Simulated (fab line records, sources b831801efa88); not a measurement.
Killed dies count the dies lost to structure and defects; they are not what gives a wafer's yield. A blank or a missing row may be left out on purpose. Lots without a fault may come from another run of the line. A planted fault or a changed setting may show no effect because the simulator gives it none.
Code-filled problem report in 8D (eight disciplines) form || flow sky130 || the parts of the form that need people (team, actions taken, sign-off) are left out

## 1. THE ISSUE
Across 4 wafers from 2 lots, VIA3_W_RS at SKY_VIA3_RS_MEAS_22 averages 1.042 ohm/sq, while fault-free wafers read 0.292 ohm/sq with a standard deviation of 0.0046. So: +99 or more standard deviations from the usual mean.
The step: measures by four-point-probe.
First seen on wafer L488.1, day 41 18:25, on filmMetro-03. The record has a number at this step for 30 wafers belonging to 10 lots. By rule, "out" or "out of limits" means more than 4 standard deviations away from the usual mean. Any other wafer with a number is counted as sound.

## 2. WHAT IT IS, WHAT IT ISN'T
{"question": "which readings at this step", "is": "VIA3_W_RS", "is not": "-"}
{"question": "which lots", "is": "L488, L491", "is not": "L484, L489, L499, L500, L501, L502, L503, L504"}
{"question": "which wafers of those lots", "is": "L488.1, L488.5, L491.1, L491.5", "is not": "L488.4, L491.3"}
{"question": "read on which gauges", "is": "filmMetro-02, filmMetro-03", "is not": "filmMetro-01"}
{"question": "when", "is": "from day 41 18:25", "is not": "up to then (4 sound wafers); but 22 sound wafers of L489, L491, L499, L500, L501, L502, L503, L504 came after"}

## 3. SUSPECTS, AND WHAT RULES EACH OUT
Counting: any tool at a process step up to the reading remains a suspect provided it ran every lot that is out. Sound lots after the first of them don't rule it out here, since some wafers of a struck lot are sound.
- the gauge at SKY_VIA3_RS_MEAS_22 is ruled out. The wafers that are out were read on 2 gauges (filmMetro-02, filmMetro-03).
- rieMetal-03 at SKY_CAPM_METAL_ETCH_13 (etches TiN in Cl2/BCl3, stops on SiO2, target depth 220 nm, time 62.9 s): kept. Ran every lot that is out, first one L488 (day 39 15:09); last sound lot up to then L484 (day 38 13:11).
- cvdW-02 at SKY_VIA3_CVD_21 (deposits W, target thk 390 nm, time 117.31 s): kept. Ran every lot that is out, first one L488 (day 41 18:17); last sound lot up to then L484 (day 40 16:05).
Left after counting: rieMetal-03 at SKY_CAPM_METAL_ETCH_13, cvdW-02 at SKY_VIA3_CVD_21.

## 4. THE CAUSE (what the simulator had put in)
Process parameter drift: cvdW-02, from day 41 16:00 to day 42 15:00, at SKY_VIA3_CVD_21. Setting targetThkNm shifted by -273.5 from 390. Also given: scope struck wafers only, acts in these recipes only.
Counting leaves 2 suspects; this tool is one of them.

## 5. SEQUENCE OF EFFECTS, ordered by route
Each row: a reading whose mean over the struck wafers that have a number lies more than 3 standard deviations from the usual. Readings are gone through only where the record gives a usual standard deviation; hours: the median, over the lots, of the time from a lot's start at the first step in this table giving one to that lot's start at this step; sigmas: the change measured in usual standard deviations.
{"hours": 0, "step": "SKY_VIA3_RS_MEAS_22", "reading": "VIA3_W_RS", "usual": "0.292 ohm/sq", "on struck wafers": 1.042, "change": "+0.750", "sigmas": "+99 or more"}
{"hours": 0, "step": "SKY_VIA3_THK_MEAS_23", "reading": "VIA3_W_THK", "usual": "386 nm", "on struck wafers": 112, "change": -274, "sigmas": -41}
{"hours": 0, "step": "SKY_VIA3_CMP_24", "reading": "timeToEndpointS", "usual": "93 s", "on struck wafers": 24, "change": -68, "sigmas": -20}
Its process steps:
- SKY_VIA3_CMP_24: polishes, stops on SiO2, t overpolish 20 s, target thk 0 nm.

## 6. WHAT WOULD HAVE CAUGHT IT SOONER
2 hours passed between the start of the fault at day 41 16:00 and the first reading out of limits at a measuring or inspecting step in this record, taken at day 41 18:25.
Tool readings at SKY_VIA3_CVD_21 with a usual standard deviation given in the record: none out on any struck wafer, hence no alarm at a limit of 4 standard deviations on them.
Lots out: 2; of these, L491 started SKY_VIA3_CVD_21 on cvdW-02 after day 41 18:25. Had the tool been put on hold then, it would have been spared.
